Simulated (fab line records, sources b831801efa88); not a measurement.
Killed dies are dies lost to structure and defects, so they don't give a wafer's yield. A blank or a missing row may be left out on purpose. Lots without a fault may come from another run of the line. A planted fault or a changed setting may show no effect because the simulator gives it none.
One fault seen from 2 desks | flow gf180mcu | each desk has only its own numbers; what lay behind them comes last

THE TOOL OWNER'S DESK: pvd_sputter-02
The tool's own readings at GF_TOP_METAL_SPUTTER_02 (material AlCu, target thk 900 nm, time 47.82 s): means of the sampled wafers that have a number, for each lot that ran on this tool. A lot is out of limits, marked OUT, if its mean lies more than 4 standard deviations from the usual mean; the brackets give that distance.
Columns: A = throttle_valve_pct at GF_TOP_METAL_SPUTTER_02, usual 30.2 %
lot  | first seen here | A
L989 | day 27 09:17    | 30.4
L994 | day 29 05:37    | 30.0
L999 | day 30 16:11    | 29.3
L100 | day 30 19:43    | 30.0
L110 | day 33 12:20    | 30.0
L111 | day 33 14:40    | 29.1
This desk's finding: nothing out of limits on any of the 6 lots.

THE METROLOGY DESK
What the gauges read, lot by lot, whatever tool the lot ran on: means of the sampled wafers that have a number. A lot is out of limits, marked OUT, if its mean lies more than 4 standard deviations from the usual mean; the brackets give that distance.
Columns: A = V5_CVD_00_THK at GF_V5_THK_MEAS_01, usual 298.8 nm; B = V5_W_RS at GF_V5_RS_MEAS_24, usual 0.3286 ohm/sq; C = TOP_METAL_ALCU_RS at GF_TOP_METAL_RS_MEAS_05, usual 0.0329 ohm/sq; D = TOP_METAL_ALCU_THK at GF_TOP_METAL_THK_MEAS_06, usual 890 nm
lot  | first seen here | A     | B      | C                | D
L988 | day 26 04:20    | 298.8 | 0.3261 | 0.0326           | 887
L989 | day 26 10:42    | 297.3 | 0.3286 | 0.0331           | 889
L991 | day 27 05:23    | 298.9 | 0.3284 | 0.0327           | 891
L994 | day 28 08:30    | 293.8 | 0.3301 | 0.0331           | 886
L999 | day 29 18:58    | 297.9 | 0.3269 | 0.0503 (+53) OUT | 621 (-22) OUT
L100 | day 29 23:27    | 296.5 | 0.3311 | 0.0420 (+27) OUT | 747 (-12) OUT
L106 | day 31 16:51    | 299.4 | 0.3329 | 0.0331           | 879
L109 | day 32 16:17    | 301.0 | 0.3238 | 0.0322           | 914
L110 | day 32 18:20    | 300.0 | 0.3287 | 0.0330           | 875
L111 | day 32 20:23    | 295.7 | 0.3283 | 0.0323           | 916
This desk's finding: out of limits on L100, L999; first on L999, day 30 16:16 (TOP_METAL_ALCU_RS at GF_TOP_METAL_RS_MEAS_05). In limits: L988, L989, L991, L994, L106, L109, L110, L111.

PUT TOGETHER
The metrology desk could have raised an alarm at day 30 16:16, on L100, L999.
The tool owner's desk saw nothing out of limits.
The tool owner's desk has L100, L999 on record, within its limits.
Of the lots named, all ran GF_TOP_METAL_SPUTTER_02 on pvd_sputter-02.

WHAT THE SIMULATOR HAD PUT IN
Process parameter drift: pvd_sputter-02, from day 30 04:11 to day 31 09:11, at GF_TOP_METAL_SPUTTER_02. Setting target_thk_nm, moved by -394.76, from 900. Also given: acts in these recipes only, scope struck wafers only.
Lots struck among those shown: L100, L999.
Hours from the fault's start to each desk's first reading out of limits: the metrology desk, 12.
